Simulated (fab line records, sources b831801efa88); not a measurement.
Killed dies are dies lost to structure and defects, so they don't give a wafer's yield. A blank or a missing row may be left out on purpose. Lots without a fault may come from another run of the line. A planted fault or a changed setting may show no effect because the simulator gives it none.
Split-lot experiment | flow sky130 | 5 lots, 23 wafers read, on a route of 708 steps

THE SPLIT
At SKY_METAL2_SPUTTER_04 (material TiN, target thk 70 nm, time 58.3 s), the setting power_w was moved away from the recipe's 6500 W on 6 of the 23 wafers read, by -5.2% to +11.5%. The other wafers ran this setting at the recipe's value.

The reading is taken at the split's own step.

THE READING
TiN_of_METAL2_SPUTTER_04.thk_nm (the simulator's own value, which no gauge read), in nm, at SKY_METAL2_SPUTTER_04 (material TiN, target thk 70 nm, time 58.3 s). The file gives no usual value for it. The 17 wafers here that ran the recipe average 69.31 nm, standard deviation 0.83 nm.

wafer  | tool, chamber at the split | power_w as run, W | against the recipe | TiN_of_METAL2_SPUTTER_04.thk_nm, nm | against lot-mates on the recipe
L075.1 | pvd_sputter-03, -          | 6500              | recipe             | 69.33                               | -
L075.2 | pvd_sputter-03, -          | 6500              | recipe             | 70.31                               | -
L075.3 | pvd_sputter-03, -          | 6500              | recipe             | 69.74                               | -
L075.4 | pvd_sputter-03, -          | 6500              | recipe             | 69.93                               | -
L075.5 | pvd_sputter-03, -          | 6500              | recipe             | 69.29                               | -
L078.2 | pvd_sputter-03, -          | 6500              | recipe             | 69.57                               | -
L078.3 | pvd_sputter-03, -          | 6500              | recipe             | 70.37                               | -
L078.4 | pvd_sputter-03, -          | 6160              | -5.2%              | 66.83                               | -3.14
L078.5 | pvd_sputter-03, -          | 6160              | -5.2%              | 66.47                               | -3.50
L078.6 | pvd_sputter-03, -          | 6160              | -5.2%              | 65.65                               | -4.32
L079.2 | pvd_sputter-04, -          | 6500              | recipe             | 67.92                               | -
L079.3 | pvd_sputter-04, -          | 6500              | recipe             | 68.14                               | -
L079.4 | pvd_sputter-04, -          | 6500              | recipe             | 68.31                               | -
L079.5 | pvd_sputter-04, -          | 6500              | recipe             | 68.15                               | -
L079.6 | pvd_sputter-04, -          | 6500              | recipe             | 68.49                               | -
L080.2 | pvd_sputter-03, -          | 6500              | recipe             | 70.47                               | -
L080.3 | pvd_sputter-03, -          | 7248              | +11.5%             | 76.98                               | +6.59
L080.4 | pvd_sputter-03, -          | 6500              | recipe             | 70.31                               | -
L080.5 | pvd_sputter-03, -          | 7248              | +11.5%             | 77.99                               | +7.60
L080.6 | pvd_sputter-03, -          | 7248              | +11.5%             | 77.54                               | +7.15
L084.1 | pvd_sputter-04, -          | 6500              | recipe             | 69.49                               | -
L084.3 | pvd_sputter-04, -          | 6500              | recipe             | 68.89                               | -
L084.6 | pvd_sputter-04, -          | 6500              | recipe             | 69.52                               | -

THE FIT
A straight line over all 23 wafers: TiN_of_METAL2_SPUTTER_04.thk_nm changes by +0.683 nm for each +1% of power_w; r = +0.97; the points scatter about the line by 0.81 nm.
The same after taking each lot's own level away (the mean of its wafers on the recipe; 23 wafers): +0.635 nm for each +1%; r = +0.99; scatter 0.38 nm.
On that fit, the largest move of power_w shifts the reading by 7.3 nm.
The lots' own levels span 68.202 to 70.390 nm, that is 2.6 times the standard deviation above.
So the lot-to-lot level changes the slope little: the two slopes agree.
Check: with one of the wafers moved furthest among these (+11.5%) left out of the fit, the line predicts +7.5 nm for it against its lot-mates. It came out at +6.59 nm against them.

OTHER SPLITS ON THESE WAFERS
These wafers also went through other splits before the reading. Each is held against what the fit with the lots' levels taken away leaves over:
other split on the same wafers             | wafers away from the commonest value | r with TiN_of_METAL2_SPUTTER_04.thk_nm (lot level and that fit taken away)
SKY_CONTACT_DEVELOP_13 dev_temp_c          | 10                                   | +0.03
SKY_CONTACT_SPUTTER_23 chamber_pressure_pa | 18                                   | -0.07
SKY_METAL1_DEVELOP_14 dev_temp_c           | 8                                    | -0.20
SKY_VIA1_CMP_02 leave_above_ref_nm         | 8                                    | -0.06
SKY_VIA1_COAT_06 resist_thk_nm             | 9                                    | +0.15
SKY_VIA1_SPUTTER_20 power_w                | 7                                    | +0.24

THE FILE'S OWN FIT
TiN_of_METAL2_SPUTTER_04.thk_nm changes by +0.632 nm for each +1% of power_w, r = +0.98.
